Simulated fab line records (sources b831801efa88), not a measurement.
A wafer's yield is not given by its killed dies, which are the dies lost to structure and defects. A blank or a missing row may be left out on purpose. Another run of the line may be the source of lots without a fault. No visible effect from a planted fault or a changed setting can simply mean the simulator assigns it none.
What tool caused it? :: flow sky130 :: 13 lots with 37 wafers sampled at 6 steps, on a route of 708 steps

WHAT EACH GAUGE READ, for each wafer
SKY_CAP2M_RS_MEAS_03: a four-point-probe measurement. Usual: for CAP2M_TIN_RS the level is 6.93 ohm/sq and the standard deviation is 0.078.
lot: L901
measured: day 39 09:03
on: film-metro-01
CAP2M_TIN_RS (ohm/sq): 6.93 6.87 6.89
flag: 

lot: L902
measured: day 40 05:23
on: film-metro-02
CAP2M_TIN_RS (ohm/sq): 7.06 6.96 7.01
flag: 

lot: L903
measured: day 40 05:50
on: film-metro-04
CAP2M_TIN_RS (ohm/sq): 6.89 6.93 6.90
flag: 

lot: L906
measured: day 42 00:44
on: film-metro-04
CAP2M_TIN_RS (ohm/sq): 6.91 6.97
flag: 

lot: L909
measured: day 42 10:49
on: film-metro-02
CAP2M_TIN_RS (ohm/sq): 7.09 7.04
flag: 

lot: L911
measured: day 43 04:48
on: film-metro-01
CAP2M_TIN_RS (ohm/sq): 6.80 6.80 6.78
flag: 

lot: L914
measured: day 43 12:44
on: film-metro-02
CAP2M_TIN_RS (ohm/sq): 6.99 7.05 7.01
flag: 

lot: L915
measured: day 43 16:51
on: film-metro-04
CAP2M_TIN_RS (ohm/sq): 6.89 6.86 6.83
flag: 

lot: L919
measured: day 44 16:01
on: film-metro-04
CAP2M_TIN_RS (ohm/sq): 7.00 6.97 7.02
flag: 

lot: L921
measured: day 45 13:03
on: film-metro-02
CAP2M_TIN_RS (ohm/sq): 7.04 7.03 7.00
flag: 

lot: L922
measured: day 45 17:21
on: film-metro-02
CAP2M_TIN_RS (ohm/sq): 6.97 7.04 6.96
flag: 

lot: L923
measured: day 45 22:07
on: film-metro-04
CAP2M_TIN_RS (ohm/sq): 7.01 6.98 7.00
flag: 

lot: L924
measured: day 46 01:36
on: film-metro-02
CAP2M_TIN_RS (ohm/sq): 6.84 6.76 6.91
flag: 

SKY_METAL5_RS_MEAS_05: a four-point-probe measurement. Usual: for METAL5_ALCU_RS the level is 0.02706 ohm/sq and the standard deviation is 0.00027.
lot: L901
measured: day 42 13:31
on: film-metro-04
METAL5_ALCU_RS (ohm/sq): 0.02719 0.02722 0.02739
flag: 

lot: L902
measured: day 43 08:08
on: film-metro-03
METAL5_ALCU_RS (ohm/sq): 0.02676 0.02631 0.02665
flag: 

lot: L903
measured: day 43 08:26
on: film-metro-03
METAL5_ALCU_RS (ohm/sq): 0.02701 0.02692 0.02714
flag: 

lot: L906
measured: day 45 01:34
on: film-metro-02
METAL5_ALCU_RS (ohm/sq): 0.02689 0.0175
flag: OFF

lot: L909
measured: day 45 09:29
on: film-metro-04
METAL5_ALCU_RS (ohm/sq): 0.0272 0.01765
flag: OFF

lot: L911
measured: day 46 03:46
on: film-metro-04
METAL5_ALCU_RS (ohm/sq): 0.01774 0.0272 0.01754
flag: OFF

lot: L914
measured: day 46 09:46
on: film-metro-04
METAL5_ALCU_RS (ohm/sq): 0.02752 0.02737 0.02715
flag: 

lot: L915
measured: day 46 13:58
on: film-metro-04
METAL5_ALCU_RS (ohm/sq): 0.0272 0.02719 0.0271
flag: 

lot: L919
measured: day 47 11:32
on: film-metro-02
METAL5_ALCU_RS (ohm/sq): 0.02723 0.02738 0.02722
flag: 

lot: L921
measured: day 48 06:56
on: film-metro-04
METAL5_ALCU_RS (ohm/sq): 0.02762 0.02745 0.02752
flag: 

lot: L922
measured: day 48 09:17
on: film-metro-04
METAL5_ALCU_RS (ohm/sq): 0.02705 0.02712 0.02714
flag: 

lot: L923
measured: day 48 14:02
on: film-metro-04
METAL5_ALCU_RS (ohm/sq): 0.02688 0.02717 0.02699
flag: 

lot: L924
measured: day 48 16:56
on: film-metro-02
METAL5_ALCU_RS (ohm/sq): 0.02681 0.02675 0.02676
flag: 

SKY_METAL5_THK_MEAS_06: measures by xrf. Usual: for METAL5_ALCU_THK the level is 1171 nm and the standard deviation is 13.
lot: L901
measured: day 42 13:38
on: film-metro-04
METAL5_ALCU_THK (nm): 1159 1153 1149
flag: 

lot: L902
measured: day 43 08:15
on: film-metro-03
METAL5_ALCU_THK (nm): 1180 1196 1186
flag: 

lot: L903
measured: day 43 08:33
on: film-metro-03
METAL5_ALCU_THK (nm): 1177 1178 1173
flag: 

lot: L906
measured: day 45 01:40
on: film-metro-02
METAL5_ALCU_THK (nm): 1178 1816
flag: OFF

lot: L909
measured: day 45 09:35
on: film-metro-04
METAL5_ALCU_THK (nm): 1157 1793
flag: OFF

lot: L911
measured: day 46 03:53
on: film-metro-04
METAL5_ALCU_THK (nm): 1781 1162 1811
flag: OFF

lot: L914
measured: day 46 09:53
on: film-metro-04
METAL5_ALCU_THK (nm): 1149 1150 1162
flag: 

lot: L915
measured: day 46 14:04
on: film-metro-04
METAL5_ALCU_THK (nm): 1167 1160 1166
flag: 

lot: L919
measured: day 47 11:40
on: film-metro-02
METAL5_ALCU_THK (nm): 1167 1153 1158
flag: 

lot: L921
measured: day 48 07:02
on: film-metro-04
METAL5_ALCU_THK (nm): 1144 1152 1144
flag: 

lot: L922
measured: day 48 09:24
on: film-metro-04
METAL5_ALCU_THK (nm): 1176 1166 1161
flag: 

lot: L923
measured: day 48 14:09
on: film-metro-04
METAL5_ALCU_THK (nm): 1179 1171 1172
flag: 

lot: L924
measured: day 48 17:02
on: film-metro-02
METAL5_ALCU_THK (nm): 1183 1184 1187
flag: 

WHICH TOOL RAN EACH LOT (tool, then ch and the chambers of the sampled wafers, then the start)
lot: L901
SKY_METAL4_METAL_ETCH_18: rie-metal-02 ch 0,1, day 41 10:53
SKY_METAL5_SPUTTER_00: pvd-sputter-03, day 42 13:20
SKY_METAL5_SPUTTER_02: pvd-sputter-03, day 42 13:23

lot: L902
SKY_METAL4_METAL_ETCH_18: rie-metal-02 ch 0,1, day 42 06:17
SKY_METAL5_SPUTTER_00: pvd-sputter-04, day 43 07:58
SKY_METAL5_SPUTTER_02: pvd-sputter-04, day 43 08:01

lot: L903
SKY_METAL4_METAL_ETCH_18: rie-metal-02 ch 0,1, day 42 06:42
SKY_METAL5_SPUTTER_00: pvd-sputter-01, day 43 08:16
SKY_METAL5_SPUTTER_02: pvd-sputter-01, day 43 08:19

lot: L906
SKY_METAL4_METAL_ETCH_18: rie-metal-01 ch 0,1, day 43 23:49
SKY_METAL5_SPUTTER_00: pvd-sputter-03, day 45 01:21
SKY_METAL5_SPUTTER_02: pvd-sputter-03, day 45 01:24

lot: L909
SKY_METAL4_METAL_ETCH_18: rie-metal-03 ch 1, day 44 08:58
SKY_METAL5_SPUTTER_00: pvd-sputter-03, day 45 09:17
SKY_METAL5_SPUTTER_02: pvd-sputter-03, day 45 09:19

lot: L911
SKY_METAL4_METAL_ETCH_18: rie-metal-03 ch 0,1, day 45 03:38
SKY_METAL5_SPUTTER_00: pvd-sputter-03, day 46 03:35
SKY_METAL5_SPUTTER_02: pvd-sputter-03, day 46 03:38

lot: L914
SKY_METAL4_METAL_ETCH_18: rie-metal-03 ch 0,1, day 45 09:23
SKY_METAL5_SPUTTER_00: pvd-sputter-01, day 46 09:36
SKY_METAL5_SPUTTER_02: pvd-sputter-01, day 46 09:39

lot: L915
SKY_METAL4_METAL_ETCH_18: rie-metal-02 ch 0,1, day 45 14:09
SKY_METAL5_SPUTTER_00: pvd-sputter-01, day 46 13:46
SKY_METAL5_SPUTTER_02: pvd-sputter-01, day 46 13:49

lot: L919
SKY_METAL4_METAL_ETCH_18: rie-metal-03 ch 0,1, day 46 11:42
SKY_METAL5_SPUTTER_00: pvd-sputter-04, day 47 11:22
SKY_METAL5_SPUTTER_02: pvd-sputter-04, day 47 11:25

lot: L921
SKY_METAL4_METAL_ETCH_18: rie-metal-02 ch 0,1, day 47 07:27
SKY_METAL5_SPUTTER_00: pvd-sputter-03, day 48 06:44
SKY_METAL5_SPUTTER_02: pvd-sputter-03, day 48 06:47

lot: L922
SKY_METAL4_METAL_ETCH_18: rie-metal-03 ch 0,1, day 47 10:53
SKY_METAL5_SPUTTER_00: pvd-sputter-03, day 48 09:07
SKY_METAL5_SPUTTER_02: pvd-sputter-03, day 48 09:10

lot: L923
SKY_METAL4_METAL_ETCH_18: rie-metal-01 ch 0,1, day 47 15:20
SKY_METAL5_SPUTTER_00: pvd-sputter-04, day 48 13:51
SKY_METAL5_SPUTTER_02: pvd-sputter-04, day 48 13:54

lot: L924
SKY_METAL4_METAL_ETCH_18: rie-metal-03 ch 0,1, day 47 18:38
SKY_METAL5_SPUTTER_00: pvd-sputter-01, day 48 16:44
SKY_METAL5_SPUTTER_02: pvd-sputter-01, day 48 16:47
- SKY_METAL4_METAL_ETCH_18: etches the open film in Cl2/BCl3, stops on SiO2, target depth 845 nm, time 183.1 s.
- SKY_METAL5_SPUTTER_00: material Ti, target thk 15 nm, time 10 s.
- SKY_METAL5_SPUTTER_02: material AlCu, target thk 1150 nm, time 61.2 s.

AS READ BY THE TOOLS THEMSELVES (means over the sampled wafers that have a number; for cases with no such wafer, the mark the record gives instead)
SKY_METAL4_METAL_ETCH_18. Usual: bcl3-flow-sccm 30.01 sccm, standard deviation 0.083; drypump-motor-current-A 5.9 A, standard deviation 0.45; oes-product-au 0.869 a.u., standard deviation 0.0056; throttle-valve-pct 22.265 %, standard deviation 0.0087.
lot: L901
tool: rie-metal-02
bcl3-flow-sccm (sccm): 29.92
drypump-motor-current-A (A): 6.1
oes-product-au (a.u.): 0.870
throttle-valve-pct (%): 22.268
flag: 

lot: L902
tool: rie-metal-02
bcl3-flow-sccm (sccm): 30.09
drypump-motor-current-A (A): 6.1
oes-product-au (a.u.): 0.870
throttle-valve-pct (%): 22.271
flag: 

lot: L903
tool: rie-metal-02
bcl3-flow-sccm (sccm): 30.03
drypump-motor-current-A (A): 5.9
oes-product-au (a.u.): 0.871
throttle-valve-pct (%): 22.266
flag: 

lot: L906
tool: rie-metal-01
bcl3-flow-sccm (sccm): 30.06
drypump-motor-current-A (A): 5.8
oes-product-au (a.u.): 0.874
throttle-valve-pct (%): 22.254
flag: 

lot: L909
tool: rie-metal-03
bcl3-flow-sccm (sccm): 29.98
drypump-motor-current-A (A): 5.1
oes-product-au (a.u.): 0.863
throttle-valve-pct (%): 22.262
flag: 

lot: L911
tool: rie-metal-03
bcl3-flow-sccm (sccm): 30.08
drypump-motor-current-A (A): 6.1
oes-product-au (a.u.): 0.867
throttle-valve-pct (%): 22.258
flag: 

lot: L914
tool: rie-metal-03
bcl3-flow-sccm (sccm): 29.98
drypump-motor-current-A (A): 5.6
oes-product-au (a.u.): 0.868
throttle-valve-pct (%): 22.272
flag: 

lot: L915
tool: rie-metal-02
bcl3-flow-sccm (sccm): 29.95
drypump-motor-current-A (A): 6.1
oes-product-au (a.u.): 0.868
throttle-valve-pct (%): 22.267
flag: 

lot: L919
tool: rie-metal-03
bcl3-flow-sccm (sccm): 30.04
drypump-motor-current-A (A): 6.1
oes-product-au (a.u.): 0.871
throttle-valve-pct (%): 22.270
flag: 

lot: L921
tool: rie-metal-02
bcl3-flow-sccm (sccm): 30.03
drypump-motor-current-A (A): 5.8
oes-product-au (a.u.): 0.871
throttle-valve-pct (%): 22.270
flag: 

lot: L922
tool: rie-metal-03
bcl3-flow-sccm (sccm): 29.98
drypump-motor-current-A (A): 5.6
oes-product-au (a.u.): 0.869
throttle-valve-pct (%): 22.263
flag: 

lot: L923
tool: rie-metal-01
bcl3-flow-sccm (sccm): 29.92
drypump-motor-current-A (A): 5.8
oes-product-au (a.u.): 0.868
throttle-valve-pct (%): 22.264
flag: 

lot: L924
tool: rie-metal-03
bcl3-flow-sccm (sccm): 29.94
drypump-motor-current-A (A): 6.1
oes-product-au (a.u.): 0.872
throttle-valve-pct (%): 22.270
flag: 

SKY_METAL5_SPUTTER_00. Usual: throttle-valve-pct at 30.1 %, with a standard deviation of 1.1.
lot: L901
tool: pvd-sputter-03
throttle-valve-pct (%): 30.5
flag: 

lot: L902
tool: pvd-sputter-04
throttle-valve-pct (%): 29.4
flag: 

lot: L903
tool: pvd-sputter-01
throttle-valve-pct (%): 29.8
flag: 

lot: L906
tool: pvd-sputter-03
throttle-valve-pct (%): 30.3
flag: 

lot: L909
tool: pvd-sputter-03
throttle-valve-pct (%): 30.2
flag: 

lot: L911
tool: pvd-sputter-03
throttle-valve-pct (%): 30.0
flag: 

lot: L914
tool: pvd-sputter-01
throttle-valve-pct (%): 30.2
flag: 

lot: L915
tool: pvd-sputter-01
throttle-valve-pct (%): 30.4
flag: 

lot: L919
tool: pvd-sputter-04
throttle-valve-pct (%): 30.5
flag: 

lot: L921
tool: pvd-sputter-03
throttle-valve-pct (%): 30.3
flag: 

lot: L922
tool: pvd-sputter-03
throttle-valve-pct (%): 30.6
flag: 

lot: L923
tool: pvd-sputter-04
throttle-valve-pct (%): 29.6
flag: 

lot: L924
tool: pvd-sputter-01
throttle-valve-pct (%): 29.4
flag: 

SKY_METAL5_SPUTTER_02. Usual: throttle-valve-pct at 30.1 %, with a standard deviation of 1.1.
lot: L901
tool: pvd-sputter-03
throttle-valve-pct (%): 30.4
flag: 

lot: L902
tool: pvd-sputter-04
throttle-valve-pct (%): 29.6
flag: 

lot: L903
tool: pvd-sputter-01
throttle-valve-pct (%): 29.7
flag: 

lot: L906
tool: pvd-sputter-03
throttle-valve-pct (%): 30.5
flag: 

lot: L909
tool: pvd-sputter-03
throttle-valve-pct (%): 30.3
flag: 

lot: L911
tool: pvd-sputter-03
throttle-valve-pct (%): 30.0
flag: 

lot: L914
tool: pvd-sputter-01
throttle-valve-pct (%): 30.1
flag: 

lot: L915
tool: pvd-sputter-01
throttle-valve-pct (%): 30.6
flag: 

lot: L919
tool: pvd-sputter-04
throttle-valve-pct (%): 30.5
flag: 

lot: L921
tool: pvd-sputter-03
throttle-valve-pct (%): 30.4
flag: 

lot: L922
tool: pvd-sputter-03
throttle-valve-pct (%): 30.5
flag: 

lot: L923
tool: pvd-sputter-04
throttle-valve-pct (%): 29.4
flag: 

lot: L924
tool: pvd-sputter-01
throttle-valve-pct (%): 29.3
flag: 

THE ANSWER, worked out from the rows above alone
Rule: a lot is off if the mean of its wafers that have a number lies more than 3 standard deviations from the usual mean. A lot without any number at a reading at which 4 lots or more have one is off too. Where the step has rows for the other lots, those lots are counted as sound. After the gauges, taken in route order, come the tools' own readings; for these a lot's mean is taken, as printed above. At the first step where some lot is off, the reading lying furthest off is the one used; lots without a number count as furthest.
Off: L906, L909, L911, at SKY_METAL5_RS_MEAS_05 (METAL5_ALCU_RS).
If a tool, at a process step before that reading, ran all the lots that are off and no sound lot after the first of them, it fits. The gauges at SKY_METAL5_RS_MEAS_05 are tried like those tools. No candidate that was tried fits.

WHAT WAS PUT IN BY THE SIMULATOR
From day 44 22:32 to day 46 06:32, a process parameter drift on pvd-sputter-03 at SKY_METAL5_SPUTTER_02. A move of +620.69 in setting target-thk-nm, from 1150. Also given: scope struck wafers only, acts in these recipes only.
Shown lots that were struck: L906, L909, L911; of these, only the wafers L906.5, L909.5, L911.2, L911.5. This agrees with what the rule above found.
